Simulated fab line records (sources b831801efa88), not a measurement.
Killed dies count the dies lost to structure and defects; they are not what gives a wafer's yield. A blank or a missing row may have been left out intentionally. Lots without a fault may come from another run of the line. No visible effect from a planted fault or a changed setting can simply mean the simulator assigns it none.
Check for tools in common || flow sky130 || Sample size 13 lots and 39 wafers

THE REASON FOR OPENING IT
3 of 13 lots carry a flag on the reading LDD_HVP_OVL at SKY_LDD_HVP_OVL_MEAS_07. No-fault wafers: 0.0 nm, standard deviation 1.3.
Rule: a lot is flagged in two cases, either no wafer of it has a number, or all its wafers with numbers fall more than 4 standard deviations from that mean. All remaining lots are regarded as sound.

{"lot": "L169", "measured": "day 21 06:08", "on": "overlay-02", "LDD_HVP_OVL (nm), wafer by wafer": "1.0 0.5 2.2", "flag": ""}
{"lot": "L170", "measured": "day 21 15:26", "on": "overlay-01", "LDD_HVP_OVL (nm), wafer by wafer": "0.6 -0.2 1.1", "flag": ""}
{"lot": "L171", "measured": "day 22 03:13", "on": "overlay-01", "LDD_HVP_OVL (nm), wafer by wafer": "0.5 2.0 2.0", "flag": ""}
{"lot": "L172", "measured": "day 22 20:23", "on": "overlay-01", "LDD_HVP_OVL (nm), wafer by wafer": "0.1 0.7 -1.8", "flag": ""}
{"lot": "L173", "measured": "day 23 05:42", "on": "overlay-01", "LDD_HVP_OVL (nm), wafer by wafer": "-1.2 0.1 0.5", "flag": ""}
{"lot": "L174", "measured": "day 23 10:44", "on": "overlay-02", "LDD_HVP_OVL (nm), wafer by wafer": "-0.4 0.1 -1.2", "flag": ""}
{"lot": "L175", "measured": "day 23 17:50", "on": "overlay-01", "LDD_HVP_OVL (nm), wafer by wafer": "40.3 40.8 43.7", "flag": "FLAGGED"}
{"lot": "L176", "measured": "day 24 16:47", "on": "overlay-02", "LDD_HVP_OVL (nm), wafer by wafer": "41.4 40.3 39.0", "flag": "FLAGGED"}
{"lot": "L178", "measured": "day 24 21:43", "on": "overlay-01", "LDD_HVP_OVL (nm), wafer by wafer": "43.5 39.7 40.6", "flag": "FLAGGED"}
{"lot": "L183", "measured": "day 26 19:35", "on": "overlay-01", "LDD_HVP_OVL (nm), wafer by wafer": "-0.4 0.0 0.9", "flag": ""}
{"lot": "L189", "measured": "day 28 21:30", "on": "overlay-01", "LDD_HVP_OVL (nm), wafer by wafer": "-1.0 -0.5 -1.6", "flag": ""}
{"lot": "L190", "measured": "day 29 03:35", "on": "overlay-02", "LDD_HVP_OVL (nm), wafer by wafer": "-1.1 -3.1 -3.2", "flag": ""}
{"lot": "L191", "measured": "day 30 19:36", "on": "overlay-01", "LDD_HVP_OVL (nm), wafer by wafer": "1.1 -0.9 -1.4", "flag": ""}
On average the flagged lots' numbers are 41.0 nm, which is +41.0 nm against the usual, or +32 standard deviations.

EACH LOT AND THE TOOL IT RAN ON
The record holds 1 process step before the reading, out of a route of 708 steps. In each cell: the tool, then ch and the chambers that the sampled wafers went through, then the start.
{"lot": "L169", "flag": "", "SKY_LDD_HVP_EXPOSE_04": "iline stepper-02 ch 0, day 20 15:02"}
{"lot": "L170", "flag": "", "SKY_LDD_HVP_EXPOSE_04": "iline stepper-02 ch 0, day 21 00:23"}
{"lot": "L171", "flag": "", "SKY_LDD_HVP_EXPOSE_04": "iline stepper-01 ch 0, day 21 11:49"}
{"lot": "L172", "flag": "", "SKY_LDD_HVP_EXPOSE_04": "iline stepper-02 ch 0, day 22 05:19"}
{"lot": "L173", "flag": "", "SKY_LDD_HVP_EXPOSE_04": "iline stepper-01 ch 0, day 22 14:44"}
{"lot": "L174", "flag": "", "SKY_LDD_HVP_EXPOSE_04": "iline stepper-02 ch 0, day 22 18:50"}
{"lot": "L175", "flag": "FLAGGED", "SKY_LDD_HVP_EXPOSE_04": "iline stepper-01 ch 0, day 23 03:07"}
{"lot": "L176", "flag": "FLAGGED", "SKY_LDD_HVP_EXPOSE_04": "iline stepper-01 ch 0, day 24 02:58"}
{"lot": "L178", "flag": "FLAGGED", "SKY_LDD_HVP_EXPOSE_04": "iline stepper-01 ch 0, day 24 08:40"}
{"lot": "L183", "flag": "", "SKY_LDD_HVP_EXPOSE_04": "iline stepper-02 ch 0, day 26 05:43"}
{"lot": "L189", "flag": "", "SKY_LDD_HVP_EXPOSE_04": "iline stepper-02 ch 0, day 28 08:47"}
{"lot": "L190", "flag": "", "SKY_LDD_HVP_EXPOSE_04": "iline stepper-02 ch 0, day 28 14:14"}
{"lot": "L191", "flag": "", "SKY_LDD_HVP_EXPOSE_04": "iline stepper-02 ch 0, day 30 05:20"}
What is done by these steps:
- SKY_LDD_HVP_EXPOSE_04: exposes mask HVPTM, target cd 700 nm.
- SKY_LDD_HVP_OVL_MEAS_07

FLAGGED OVER TOTAL, TOOL BY TOOL (the gauges that took the reading come last)
{"step": "SKY_LDD_HVP_EXPOSE_04", "tool": "iline stepper-01", "lots run": 5, "flagged": 3, "share of the flagged lots": "all", "sound lots run after its first flagged lot": 0}
{"step": "SKY_LDD_HVP_EXPOSE_04", "tool": "iline stepper-02", "lots run": 8, "flagged": 0, "share of the flagged lots": "none", "sound lots run after its first flagged lot": "-"}
{"step": "SKY_LDD_HVP_OVL_MEAS_07", "tool": "overlay-01", "lots run": 9, "flagged": 2, "share of the flagged lots": "some", "sound lots run after its first flagged lot": "3 (L183,L189,L191)"}
{"step": "SKY_LDD_HVP_OVL_MEAS_07", "tool": "overlay-02", "lots run": 4, "flagged": 1, "share of the flagged lots": "some", "sound lots run after its first flagged lot": "1 (L190)"}

THE TABLE: WHAT IT ALLOWS
In the table, 1 row covers all flagged lots: iline stepper-01 at SKY_LDD_HVP_EXPOSE_04.
- iline stepper-01 at SKY_LDD_HVP_EXPOSE_04 ran 5 lots, 3 of them flagged. A fault beginning between L173 (day 22 14:44), its last sound lot, and L175 (day 23 03:07), its first flagged one, fits the data.
iline stepper-01 at SKY_LDD_HVP_EXPOSE_04 is the single tool remaining.

WHAT THE SIMULATOR HAD PUT IN
Scanner matching overlay: iline stepper-01, from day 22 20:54 on, at SKY_LDD_HVP_EXPOSE_04. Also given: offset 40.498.
Lots struck among those shown: L175, L176, L178. The rule given above showed the same thing.
